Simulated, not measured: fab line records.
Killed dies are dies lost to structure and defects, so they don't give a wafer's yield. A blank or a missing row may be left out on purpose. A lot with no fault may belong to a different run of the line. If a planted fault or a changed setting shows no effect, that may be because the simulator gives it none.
fab line records	flow sky130
[record] lots = 11	wafers = 31	last_day = 50
route steps=708 shown VIA1@471 METAL2@483 VIA2@528 PAD_OPEN@708
lots with no fault: from the same line, run without faults
start_h: hours from the record's opening day to when the first of the lot's shown wafers began	wait_h: time in hours since the lot's previous step	" as in the row above	L1.1+2: a row that stands for several wafers	- value missing, or start not given	* or withheld: withheld	< > ~ a bound
route shown NAME@n: NAME is a module with steps in the file, n the number in the route of the first one	usual: average and standard deviation across the fault-free wafers	same: alike in all rows	chamber/n: place in a boat	sites: readings site by site	_std_site: how widely they spread, as a standard deviation	_edge_site: the outer-site mean with the inner-site mean subtracted	radius_mm: for every site, how far away it sits from the centre of the wafer	mask NAME#n: copy n	behind: the tool/chamber that last shaped the wafer	hold: cause of the lot's hold/its duration in hours/its outcome	device: whichever transistor did not switch (one of n, p or np)	end of line: the same wafers' tests at the end of the route	a step with no rows: only its recipe	killed: not the wafer's yield, but the dies lost to structure and defects at the first sort	map: the dies of a wafer, with x for killed, . for not killed, _ for no die there
set.NAME: the setting that was run; set.NAME@STEP: the one run at that earlier step	model.NAME: the simulator's own value behind a step, which no gauge read
steps of the route over a sample of lots; a table a step, a row a wafer
services: the hour from which a tool's chamber was out of use, counted from the record's first day as start_h (under 0 if before that day), plus the number of hours and why
[[steps]]
[step SKY_VIA1_OVL_MEAS_13]
[usual] VIA1_OVL = 0/6
lot.wafer	tool	chamber	start_h	wait_h	VIA1_OVL[nm]
L638.1	overlay-02	-	780.28	0.1	-7
L638.4	"	-	"	"	9
L638.5	"	-	"	"	-2
L642.1	overlay-02	-	822.29	0.1	8
L642.2	"	-	"	"	0
L642.5	"	-	"	"	3
L644.1	overlay-01	-	843.75	0.1	-1
L644.4	"	-	"	"	2
L644.6	"	-	"	"	1
L645.2	overlay-02	-	850.91	0.1	11
L645.5	"	-	"	"	0
L645.6	"	-	"	"	10
L646.1	overlay-01	-	857.38	0.1	-1
L646.3	"	-	"	"	-2
L646.5	"	-	"	"	1
L648.2	overlay-02	-	872.75	0.1	-6
L648.6	"	-	"	"	-5
L651.2	overlay-01	-	891.75	0.1	7
L651.3	"	-	"	"	-2
L651.6	"	-	"	"	6
L652.2	overlay-02	-	894.06	0.1	-5
L652.3	"	-	"	"	1
L658.1	overlay-02	-	953.63	0.1	-9
L658.3	"	-	"	"	-9
L658.5	"	-	"	"	-9
L660.2	overlay-01	-	961.01	0.1	4
L660.3	"	-	"	"	0
L660.6	"	-	"	"	-2
L661.2	overlay-01	-	965.85	0.1	1
L661.4	"	-	"	"	9
L661.5	"	-	"	"	-14
[step SKY_METAL2_SPUTTER_00]
[recipe] material = Ti	target_thk_nm = 15	power_w = 3000	time_s = 10	chamber_pressure_pa = 0.4
[usual] throttle_valve_pct = 29.7/0.97
lot.wafer	tool	chamber	start_h	wait_h	throttle_valve_pct
L638.1	pvd_sputter-02	-	781.66	0.2	30.0
L638.4	"	-	"	"	29.2
L638.5	"	-	"	"	29.1
L642.1	pvd_sputter-03	-	823.64	0.2	28.8
L642.2	"	-	"	"	31.7
L642.5	"	-	"	"	30.5
L644.1	pvd_sputter-01	-	845.10	0.1	29.8
L644.4	"	-	"	"	29.1
L644.6	"	-	"	"	29.7
L645.2	pvd_sputter-03	-	852.25	0.2	31.6
L645.5	"	-	"	"	28.6
L645.6	"	-	"	"	30.1
L646.1	pvd_sputter-02	-	858.73	0.1	30.4
L646.3	"	-	"	"	29.2
L646.5	"	-	"	"	29.1
L648.2	pvd_sputter-02	-	874.09	0.2	30.0
L648.6	"	-	"	"	30.2
L651.2	pvd_sputter-02	-	893.26	0.1	29.0
L651.3	"	-	"	"	29.4
L651.6	"	-	"	"	29.0
L652.2	pvd_sputter-01	-	895.46	0.1	28.0
L652.3	"	-	"	"	29.9
L658.1	pvd_sputter-02	-	955.21	0.2	28.8
L658.3	"	-	"	"	30.3
L658.5	"	-	"	"	28.9
L660.2	pvd_sputter-03	-	962.43	0.2	31.7
L660.3	"	-	"	"	30.0
L660.6	"	-	"	"	32.0
L661.2	pvd_sputter-03	-	967.26	0.1	28.5
L661.4	"	-	"	"	31.5
L661.5	"	-	"	"	30.1
[step SKY_METAL2_SPUTTER_02]
[recipe] material = AlCu	target_thk_nm = 250	power_w = 10600	time_s = 13.3	chamber_pressure_pa = 0.4
[usual] throttle_valve_pct = 29.7/0.98
lot.wafer	tool	chamber	start_h	wait_h	throttle_valve_pct
L638.1	pvd_sputter-02	-	781.71	0.0	30.4
L638.4	"	-	"	"	29.3
L638.5	"	-	"	"	28.8
L642.1	pvd_sputter-03	-	823.69	0.0	28.6
L642.2	"	-	"	"	31.5
L642.5	"	-	"	"	30.3
L644.1	pvd_sputter-01	-	845.15	0.0	30.0
L644.4	"	-	"	"	29.2
L644.6	"	-	"	"	29.9
L645.2	pvd_sputter-03	-	852.30	0.0	31.5
L645.5	"	-	"	"	28.6
L645.6	"	-	"	"	30.0
L646.1	pvd_sputter-02	-	858.77	0.0	30.3
L646.3	"	-	"	"	29.6
L646.5	"	-	"	"	29.4
L648.2	pvd_sputter-02	-	874.14	0.0	30.2
L648.6	"	-	"	"	30.2
L651.2	pvd_sputter-02	-	893.30	0.0	29.0
L651.3	"	-	"	"	29.1
L651.6	"	-	"	"	29.0
L652.2	pvd_sputter-01	-	895.51	0.0	27.5
L652.3	"	-	"	"	29.9
L658.1	pvd_sputter-02	-	955.25	0.0	28.7
L658.3	"	-	"	"	30.3
L658.5	"	-	"	"	29.1
L660.2	pvd_sputter-03	-	962.48	0.0	31.7
L660.3	"	-	"	"	29.9
L660.6	"	-	"	"	31.7
L661.2	pvd_sputter-03	-	967.31	0.0	28.5
L661.4	"	-	"	"	31.6
L661.5	"	-	"	"	30.0
[step SKY_VIA2_CVD_21]
[recipe] material = W	target_thk_nm = 420	time_s = 126.4	temp_c = 400	pressure_torr = 40
[usual] heater_power_w = 890/68
lot.wafer	tool	chamber	start_h	wait_h	heater_power_w
L638.1	cvd_w-02	0	837.43	0.0	903
L638.4	"	1	"	"	827
L638.5	"	0	"	"	912
L642.1	cvd_w-02	1	877.00	0.0	840
L642.2	"	0	"	"	929
L642.5	"	0	"	"	905
L644.1	cvd_w-01	1	899.37	0.0	944
L644.4	"	1	"	"	938
L644.6	"	0	"	"	899
L645.2	cvd_w-01	1	905.43	0.0	919
L645.5	"	1	"	"	921
L645.6	"	0	"	"	948
L646.1	cvd_w-01	0	911.54	0.0	934
L646.3	"	1	"	"	914
L646.5	"	1	"	"	906
L648.2	cvd_w-01	1	928.04	0.0	926
L648.6	"	0	"	"	921
L651.2	cvd_w-02	0	946.09	0.0	864
L651.3	"	0	"	"	872
L651.6	"	0	"	"	863
L652.2	cvd_w-01	1	947.29	0.0	928
L652.3	"	0	"	"	948
L658.1	cvd_w-02	0	1005.48	0.0	877
L658.3	"	1	"	"	723
L658.5	"	0	"	"	872
L660.2	cvd_w-02	0	1014.04	0.0	835
L660.3	"	0	"	"	846
L660.6	"	1	"	"	694
L661.2	cvd_w-01	1	1016.28	0.0	925
L661.4	"	0	"	"	922
L661.5	"	0	"	"	924
[step SKY_VIA2_RS_MEAS_22]
[recipe] thk_meas_gauge = four-point-probe	reads = W_of_VIA2_CVD_21+TiN_of_VIA2_SPUTTER_20
[usual] VIA2_W_RS = 0.272/0.0043
lot.wafer	tool	chamber	start_h	wait_h	hold	VIA2_W_RS[ohm/sq]
L638.1	film_metro-01	-	837.56	0.1	-	0.274
L638.4	"	-	"	"	-	0.272
L638.5	"	-	"	"	-	0.275
L642.1	film_metro-01	-	877.13	0.1	-	0.278
L642.2	"	-	"	"	-	0.278
L642.5	"	-	"	"	-	0.275
L644.1	film_metro-03	-	899.50	0.1	-	0.274
L644.4	"	-	"	"	-	0.276
L644.6	"	-	"	"	-	0.268
L645.2	film_metro-03	-	905.58	0.1	-	0.270
L645.5	"	-	"	"	-	0.269
L645.6	"	-	"	"	-	0.264
L646.1	film_metro-01	-	911.67	0.1	-	0.265
L646.3	"	-	"	"	-	0.272
L646.5	"	-	"	"	-	0.272
L648.2	film_metro-03	-	928.19	0.1	await_dispo/0.2h/release	0.274
L648.6	"	-	"	"	await_dispo/0.2h/release	0.409
L648.2	film_metro-03	-	928.47	0.3	-	0.274
L648.6	"	-	"	"	-	0.409
L651.2	film_metro-01	-	946.24	0.1	-	0.271
L651.3	"	-	"	"	-	0.272
L651.6	"	-	"	"	-	0.272
L652.2	film_metro-03	-	947.44	0.1	await_dispo/0.2h/release	0.274
L652.3	"	-	"	"	await_dispo/0.2h/release	0.410
L652.2	film_metro-03	-	947.73	0.3	-	0.274
L652.3	"	-	"	"	-	0.409
L658.1	film_metro-03	-	1005.61	0.1	-	0.268
L658.3	"	-	"	"	-	0.275
L658.5	"	-	"	"	-	0.271
L660.2	film_metro-04	-	1014.19	0.1	-	0.272
L660.3	"	-	"	"	-	0.270
L660.6	"	-	"	"	-	0.272
L661.2	film_metro-03	-	1016.43	0.1	-	0.273
L661.4	"	-	"	"	-	0.262
L661.5	"	-	"	"	-	0.263
[step SKY_VIA2_THK_MEAS_23]
[recipe] thk_meas_gauge = xrf	reads = W_of_VIA2_CVD_21
[usual] VIA2_W_THK = 413/7.2
lot.wafer	tool	chamber	start_h	wait_h	hold	VIA2_W_THK[nm]
L638.1	film_metro-01	-	837.68	0.1	-	408
L638.4	"	-	"	"	-	410
L638.5	"	-	"	"	-	405
L642.1	film_metro-01	-	877.25	0.1	-	403
L642.2	"	-	"	"	-	404
L642.5	"	-	"	"	-	408
L644.1	film_metro-03	-	899.62	0.1	-	412
L644.4	"	-	"	"	-	416
L644.6	"	-	"	"	-	421
L645.2	film_metro-03	-	905.69	0.1	-	418
L645.5	"	-	"	"	-	419
L645.6	"	-	"	"	-	429
L646.1	film_metro-01	-	911.79	0.1	-	429
L646.3	"	-	"	"	-	416
L646.5	"	-	"	"	-	415
L648.2	film_metro-03	-	931.86	3.4	await_dispo/0.2h/release	413
L648.6	"	-	"	"	await_dispo/0.2h/release	278
L648.2	film_metro-03	-	932.19	0.3	-	409
L648.6	"	-	"	"	-	277
L651.2	film_metro-01	-	946.35	0.1	-	416
L651.3	"	-	"	"	-	414
L651.6	"	-	"	"	-	415
L652.2	film_metro-03	-	950.21	2.5	await_dispo/0.2h/release	414
L652.3	"	-	"	"	await_dispo/0.2h/release	280
L652.2	film_metro-03	-	950.56	0.3	-	415
L652.3	"	-	"	"	-	280
L658.1	film_metro-03	-	1005.73	0.1	-	417
L658.3	"	-	"	"	-	408
L658.5	"	-	"	"	-	411
L660.2	film_metro-04	-	1014.30	0.1	-	411
L660.3	"	-	"	"	-	417
L660.6	"	-	"	"	-	414
L661.2	film_metro-03	-	1016.54	0.1	-	415
L661.4	"	-	"	"	-	433
L661.5	"	-	"	"	-	429
[step SKY_VIA2_CMP_24]
[recipe] stop_on = SiO2	t_overpolish_s = 20	down_force_psi = 3.5	platen_rpm = 60	target_thk_nm = 0	pad_velocity_m_s = 0.94248
[usual] motor_current_A = 10.1/1.2	retaining_ring_pressure_frac = 1.000/0.0051	time_to_endpoint_s = 101/3.6
lot.wafer	tool	chamber	start_h	wait_h	hold	motor_current_A	retaining_ring_pressure_frac	time_to_endpoint_s
L638.4	cmp-01	2	837.84	0.1	-	8.7	1.001	106
L638.1	"	3	"	"	-	11.7	1.010	101
L638.5	"	0	"	"	-	10.1	0.999	102
L642.2	cmp-02	0	877.31	0.0	-	11.2	1.000	97
L642.1	"	1	"	"	-	11.2	0.999	98
L642.5	"	0	"	"	-	11.7	0.996	96
L644.1	cmp-02	1	899.68	0.1	-	10.7	1.001	98
L644.4	"	3	"	"	-	10.2	0.995	102
L644.6	"	1	"	"	-	11.5	1.004	100
L645.2	cmp-01	2	905.89	0.2	-	8.7	0.990	100
L645.5	"	3	"	"	-	10.7	1.004	104
L645.6	"	0	"	"	-	10.3	0.990	108
L646.3	cmp-02	0	911.95	0.1	-	11.9	0.997	100
L646.1	"	1	"	"	-	11.4	1.000	105
L646.5	"	2	"	"	-	8.0	0.994	100
L648.2	cmp-02	2	933.42	1.2	await_dispo/1.1h/release	8.1	1.011	104
L648.6	"	2	"	"	await_dispo/1.1h/release	7.7	1.004	71
L651.3	cmp-01	2	946.45	0.1	-	9.4	1.004	103
L651.2	"	3	"	"	-	11.1	0.996	106
L651.6	"	1	"	"	-	9.8	0.997	99
L652.3	cmp-01	0	955.66	5.1	await_dispo/5.0h/release	10.2	1.005	74
L652.2	"	2	"	"	await_dispo/5.0h/release	9.4	1.008	104
L658.1	cmp-02	2	1005.89	0.1	-	7.8	1.005	101
L658.3	"	3	"	"	-	9.8	0.995	94
L658.5	"	1	"	"	-	10.7	1.011	96
L660.3	cmp-01	3	1014.45	0.1	-	10.9	0.998	103
L660.2	"	0	"	"	-	10.8	0.998	100
L660.6	"	2	"	"	-	9.2	1.006	102
L661.4	cmp-01	3	1016.59	0.0	-	11.2	0.996	105
L661.2	"	0	"	"	-	11.0	1.002	99
L661.5	"	0	"	"	-	10.6	0.996	104
[step SKY_PAD_OPEN_PROBE_99]
[usual] defect_limited_yield = 82.4/1.8	killed_at_M0_to_M3 = 45/6.8	killed_at_M4_up = 3.2/1.6	killed_at_contacts = 24/5.1	killed_at_front_end = 14/4.4	killed_at_other = 0.4/0.65	killed_dies = 87/8.8	killed_open = 47/7.2	killed_short = 39/6.1	sort_bin_3_pad_short = 0.9/0.38	sort_bin_5_function = 10.4/1.5	sort_bin_6_memory = 6.4/1.1	sort_n_pass = 405/8.8	sort_yield_pct = 82.4/1.8
[same] gross_dies = 492	killed_at_back_side = 0	sort_bin_4_leakage[%] = 0	sort_bin_8_speed[%] = 0
lot.wafer	tool	chamber	start_h	wait_h	defect_limited_yield[%]	killed_at_M0_to_M3	killed_at_M4_up	killed_at_contacts	killed_at_front_end	killed_at_other	killed_dies	killed_open	killed_short	sort_bin_3_pad_short[%]	sort_bin_5_function[%]	sort_bin_6_memory[%]	sort_n_pass	sort_yield_pct[%]
L644.1	prober-02	-	1114.84	0.1	81.9	49	5	25	9	1	89	48	40	1.2	11.6	5.3	403	81.9
L644.4	prober-02	-	1114.99	0.2	83.3	42	2	27	11	0	82	48	33	0.8	10.6	5.3	410	83.3
L644.6	prober-02	-	1115.09	0.2	82.9	38	3	32	11	0	84	50	34	1.0	10.4	5.7	408	82.9
L652.2	prober-02	-	1153.63	0.1	83.7	38	3	27	12	0	80	34	46	1.2	10.2	4.9	412	83.7
// killed by level:class
L644.1 VIA1:geometric_particle:open=10 METAL1:geometric_particle:short=9 LI_CONTACT:geometric_particle:open=8 CONTACT:geometric_particle:open=8 VIA2:geometric_particle:open=7 CONTACT:geometric_particle:short=6 METAL2:geometric_particle:short=6 VIA3:geometric_particle:open=5
L644.4 CONTACT:geometric_particle:open=13 VIA2:geometric_particle:open=9 METAL1:geometric_particle:short=8 VIA3:geometric_particle:open=7 METAL2:geometric_particle:short=6 LI_CONTACT:geometric_particle:open=4 CONTACT:geometric_particle:short=4 VIA1:geometric_particle:open=4
L644.6 CONTACT:geometric_particle:open=9 VIA1:geometric_particle:open=9 LI_CONTACT:geometric_particle:open=9 METAL1:geometric_particle:short=7 VIA2:geometric_particle:open=5 VIA3:geometric_particle:open=5 VIA2:geometric_particle:short=4 LOCAL_INTERCONNECT:geometric_particle:open=4
L652.2 LI_CONTACT:geometric_particle:open=7 CONTACT:geometric_particle:open=7 METAL2:geometric_particle:short=6 VIA1:geometric_particle:short=5 VIA3:geometric_particle:short=5 VIA2:geometric_particle:short=5 FIELD_ISO:geometric_particle:short=4 POLY_GATE:geometric_particle:open=4
[[services]]
tool	chamber	start_h	hours	kind
cmp-02	-	782.22	17.9	pm
cmp-02	-	800.61	0.6	repair
pvd_sputter-02	-	806.54	1.6	repair
cmp-02	-	852.34	0.8	repair
cmp-02	-	864.46	4.5	pm
cmp-02	-	876.24	1.0	repair
cmp-02	-	893.70	0.6	repair
cvd_w-02	-	904.00	14.0	pm
cvd_w-02	0	904.00	14.0	vent_cycle
cvd_w-02	1	904.00	14.0	vent_cycle
cmp-01	-	912.00	4.0	pm
pvd_sputter-01	-	912.02	5.0	repair
cmp-01	-	916.00	-	consumable_replace:conditioner
cmp-01	-	916.00	-	consumable_replace:pad
cvd_w-02	0	918.00	-	clean
cvd_w-02	1	918.00	-	clean
pvd_sputter-01	-	962.70	3.1	repair
cmp-02	-	964.60	0.3	repair
[[key]]
[first_sign] step = SKY_VIA2_RS_MEAS_22	reading = visit	direction = added
[effect] step = SKY_VIA2_RS_MEAS_22	reading = VIA2_W_RS	direction = up	sigmas = 32	usual = 0.272	struck = 0.409
[effect] step = SKY_VIA2_THK_MEAS_23	reading = visit	direction = added
[effect] step = SKY_VIA2_THK_MEAS_23	reading = VIA2_W_THK	direction = down	sigmas = 19	usual = 413	struck = 279
[effect] step = SKY_VIA2_CMP_24	reading = time_to_endpoint_s	direction = down	sigmas = 8.2	usual = *	struck = *
met_at SKY_VIA2_CVD_21
struck_lots L648,L652
struck_wafers L648.6,L652.3
not_acting_at SKY_VIA1_OVL_MEAS_13,SKY_METAL2_SPUTTER_00,SKY_METAL2_SPUTTER_02
onset_between 911.54 928.04
[fault] kind = process_parameter_drift	tool = cvd_w-01	chamber = -	onset_h = 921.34	steps = SKY_VIA2_CVD_21	channel = target_thk_nm	offset = -144.83	shape = step	end_h = 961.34	scope = struck_wafers_only	acts_in = these_recipes_only	stated = 420
